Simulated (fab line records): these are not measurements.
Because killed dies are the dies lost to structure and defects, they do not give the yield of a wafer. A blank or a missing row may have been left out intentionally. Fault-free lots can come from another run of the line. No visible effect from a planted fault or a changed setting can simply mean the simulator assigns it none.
fab line records	flow sky130
[record] lots = 13	wafers = 39	lastDay = 50
route steps=708 shown PASSIVATION@692
lots untouched by any fault: they come from a run of this same line in which no faults occurred
startH: the number of hours between the record's first day and the start of the first shown wafer of the lot	waitH: hours since the lot's step before	" repeats the value in the row above	L1.1+2: one row covering several wafers at once	- no value, or no start was given	* or withheld: withheld	< > ~ a bound
route shown NAME@n: NAME is a module with steps in the file, n the number in the route of the first one	usual: the fault-free wafers' mean and standard deviation	same: alike in all rows	chamber/n: place in a boat	sites: each site's reading	_std_site: the standard deviation of these	_edge_site: inner sites' mean taken away from outer sites' mean	radiusMm: how far each site lies from the wafer's centre	mask NAME#n: copy n	behind: the tool/chamber that last shaped the wafer	hold: the reason the lot was held/the length of the hold in hours/how it ended	device: which transistor (n, p or np) failed to switch	end of line: at the end of the route, the tests of the same wafers	a step given without rows: its recipe and nothing more	killed: the dies lost at the first sort to structure and to defects; this is not the yield of the wafer	map: the dies of a wafer, with x for killed, . for not killed, _ for no die there
set.NAME: the setting as run; set.NAME@STEP: as run at that earlier step	model.NAME: the simulator's own value behind a step, which no gauge read
steps of the route over a sample of lots; a table a step, a row a wafer
services: from which hour (startH, from the record's first day; less than 0 if before it) a tool's chamber was out of use, for how many hours, and why
[[steps]]
[step SKY_PASSIVATION_ETCH_11]
[recipe] chemistry = CF4/O2	targetDepthNm = 725	stopOn = AlCu	sourceW = 800	biasW = 150	pressureMtorr = 150	cf4FlowSccm = 80	O2_flow_sccm = 10	timeS = 161.1
[usual] drypumpMotorCurrentA = 5.9/0.51	oesProductAu = 0.974/0.007	runLengthS = 189.4/0.57	throttleValvePct = 5.964/0.0087
lot.wafer	tool	chamber	startH	waitH	drypumpMotorCurrentA	oesProductAu	rfHoursCounterH	runLengthS	throttleValvePct
L123.2	rieDiel-02	1	1064.91	-	5.0	0.960	16	188.9	5.968
L123.3	"	2	"	"	5.2	0.966	15	190.2	5.965
L123.6	"	3	"	"	6.2	0.975	-	190.0	5.972
L124.3	rieDiel-02	2	1073.38	-	5.1	0.970	15	189.9	5.965
L124.5	"	1	"	"	5.0	0.969	-	189.2	5.972
L124.6	"	2	"	"	5.2	0.982	-	189.6	5.972
L125.1	rieDiel-02	0	1074.71	-	6.2	0.977	6	190.0	5.957
L125.2	"	2	"	"	5.2	0.965	15	190.1	5.964
L125.4	"	3	"	"	6.2	0.970	18	189.7	5.967
L129.2	rieDiel-01	3	1097.90	-	5.8	0.968	20	189.2	5.974
L129.5	"	2	"	"	6.5	0.980	-	189.1	5.978
L129.6	"	1	"	"	6.6	0.980	-	189.0	5.976
L128.1	rieDiel-04	3	1103.90	-	5.9	0.981	25	189.9	5.980
L128.2	"	2	"	"	5.6	0.979	23	188.3	5.966
L128.3	"	1	"	"	6.0	0.971	29	189.8	5.960
L130.2	rieDiel-04	3	1105.36	-	5.9	0.982	25	189.4	5.957
L130.3	"	2	"	"	5.6	0.973	24	189.0	5.961
L130.4	"	3	"	"	5.9	0.978	-	189.6	5.954
L131.1	rieDiel-01	2	1105.71	-	6.5	0.964	6	189.1	5.981
L131.4	"	1	"	"	6.6	0.977	18	189.3	5.962
L131.5	"	3	"	"	5.8	0.982	-	189.2	5.969
L132.4	rieDiel-02	0	1108.16	-	6.2	0.980	7	190.3	5.970
L132.5	"	2	"	"	5.2	0.979	-	190.0	5.946
L132.6	"	3	"	"	6.2	0.982	-	190.3	5.969
L133.2	rieDiel-04	1	1133.31	-	6.0	0.965	30	189.7	5.949
L133.3	"	0	"	"	6.6	0.970	28	189.0	5.972
L133.5	"	0	"	"	6.6	0.984	-	188.7	5.967
L134.1	rieDiel-01	0	1133.70	-	6.0	0.975	24	189.2	5.968
L134.3	"	2	"	"	6.5	0.984	7	189.0	5.963
L134.6	"	3	"	"	5.8	0.974	-	189.2	5.965
L140.1	rieDiel-02	2	1155.06	-	5.2	0.953	18	196.6	5.943
L140.2	"	1	"	"	5.0	0.969	19	188.7	5.959
L140.4	"	3	"	"	6.2	0.975	19	189.9	5.974
L144.2	rieDiel-04	2	1171.73	-	5.6	0.969	26	188.7	5.962
L144.4	"	1	"	"	6.0	0.977	32	189.9	5.957
L144.6	"	1	"	"	6.0	0.982	-	190.1	5.983
L145.1	rieDiel-04	3	1174.11	-	5.9	0.976	28	189.6	5.966
L145.2	"	0	"	"	6.6	0.969	29	189.0	5.959
L145.4	"	2	"	"	5.6	0.977	27	188.4	5.956
[step SKY_PASSIVATION_STRIP_12]
[recipe] chemistry = O2/N2	powerW = 1400	pressureMtorr = 1500	platenTempC = withheld	overashFraction = 0.7	o2FlowSccm = 3000	n2FlowSccm = 300
[usual] drypumpMotorCurrentA = 5.78/0.3	n2FlowSccm = 299.9/0.95	oesProductAu = 0.661/0.0046	stripTimeToEndpointS = 31.50/0.1
[same] overashFraction = 0.7
lot.wafer	tool	chamber	startH	waitH	drypumpMotorCurrentA	n2FlowSccm	oesProductAu	rfHoursCounterH	stripTimeToEndpointS
L123.2	plasmaAsher-03	0	1065.02	0.1	5.71	298.8	0.651	87	31.66
L123.3	"	0	"	"	5.72	301.5	0.663	-	31.51
L123.6	"	1	"	"	5.84	300.6	0.664	-	31.75
L124.3	plasmaAsher-04	0	1073.52	0.1	5.72	300.2	0.658	-	31.30
L124.5	"	0	"	"	5.73	300.4	0.671	-	31.37
L124.6	"	1	"	"	6.35	299.4	0.665	-	31.37
L125.1	plasmaAsher-01	1	1074.82	0.1	5.44	299.8	0.667	66	31.53
L125.2	"	0	"	"	5.44	299.5	0.660	66	31.45
L125.4	"	1	"	"	5.42	300.3	0.657	-	31.54
L129.2	plasmaAsher-03	1	1098.01	0.1	5.83	299.8	0.665	91	31.45
L129.5	"	0	"	"	5.72	298.8	0.659	-	31.62
L129.6	"	1	"	"	5.87	300.4	0.655	-	31.50
L128.1	plasmaAsher-01	0	1104.01	0.1	5.46	300.9	0.657	70	31.41
L128.2	"	1	"	"	5.42	299.3	0.665	70	31.55
L128.3	"	1	"	"	5.42	300.2	0.671	-	31.67
L130.2	plasmaAsher-01	1	1105.47	0.1	5.43	299.8	0.662	70	31.51
L130.3	"	0	"	"	5.48	299.3	0.660	-	31.47
L130.4	"	1	"	"	5.42	299.4	0.665	-	31.33
L131.1	plasmaAsher-04	1	1105.82	0.1	6.33	298.1	0.656	3	31.63
L131.4	"	1	"	"	6.34	298.7	0.653	-	31.46
L131.5	"	1	"	"	6.35	298.3	0.662	-	31.56
L132.4	plasmaAsher-03	1	1108.30	0.1	5.82	297.7	0.659	-	31.53
L132.5	"	1	"	"	5.80	298.4	0.653	-	31.63
L132.6	"	0	"	"	5.71	298.8	0.658	-	31.59
L133.2	plasmaAsher-03	0	1133.42	0.1	5.72	299.2	0.670	93	31.62
L133.3	"	1	"	"	5.86	299.5	0.656	-	31.55
L133.5	"	0	"	"	5.74	300.3	0.660	-	31.44
L134.1	plasmaAsher-03	0	1133.81	0.1	5.70	300.4	0.658	93	31.52
L134.3	"	0	"	"	5.74	301.0	0.666	-	31.47
L134.6	"	0	"	"	5.72	301.0	0.655	-	31.58
L140.1	plasmaAsher-04	1	1155.17	0.1	6.38	300.9	0.662	7	31.12
L140.2	"	0	"	"	5.76	300.9	0.657	7	31.42
L140.4	"	0	"	"	5.72	301.8	0.651	-	31.59
L144.2	plasmaAsher-04	0	1171.84	0.1	5.73	298.9	0.663	9	31.53
L144.4	"	0	"	"	5.81	300.6	0.658	-	31.57
L144.6	"	0	"	"	5.75	299.9	0.662	-	31.59
L145.1	plasmaAsher-01	0	1174.22	0.1	5.46	300.5	0.659	76	31.52
L145.2	"	1	"	"	5.44	300.1	0.664	76	31.53
L145.4	"	0	"	"	5.46	300.9	0.665	-	31.38
[[services]]
tool	chamber	startH	hours	kind
plasmaAsher-04	-	1055.32	9.0	pm
plasmaAsher-04	0	1055.32	9.0	ventCycle
plasmaAsher-04	1	1055.32	9.0	ventCycle
plasmaAsher-04	0	1064.32	-	clean
plasmaAsher-04	1	1064.32	-	clean
plasmaAsher-04	-	1067.62	1.2	repair
rieDiel-02	3	1079.80	22.2	repair
plasmaAsher-04	-	1084.25	12.1	repair
rieDiel-04	-	1093.27	2.8	pm
rieDiel-04	0	1096.57	10.3	repair
plasmaAsher-04	-	1115.41	0.4	repair
rieDiel-04	-	1120.64	0.1	repair
rieDiel-01	-	1121.47	0.9	repair
plasmaAsher-03	-	1123.07	3.6	repair
plasmaAsher-03	-	1123.67	2.1	repair
[[key]]
[firstSign] step = SKY_PASSIVATION_ETCH_11	reading = runLengthS	direction = up	sigmas = 13	usual = *	struck = *
[effect] step = SKY_PASSIVATION_ETCH_11	reading = oesProductAu	direction = down	sigmas = 3	usual = 0.974	struck = 0.953
[effect] step = SKY_PASSIVATION_STRIP_12	reading = stripTimeToEndpointS	direction = down	sigmas = 3.8	usual = *	struck = *
metAt SKY_PASSIVATION_ETCH_11
struckLots L140
struckWafers L140.1
onsetBetween 1108.16 1155.06
[fault] kind = processParameterDrift	tool = rieDiel-02	chamber = -	onsetH = 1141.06	steps = SKY_PASSIVATION_ETCH_11	channel = timeS	offset = *	shape = step	endH = 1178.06	scope = struckWafersOnly	actsIn = *	stated = *
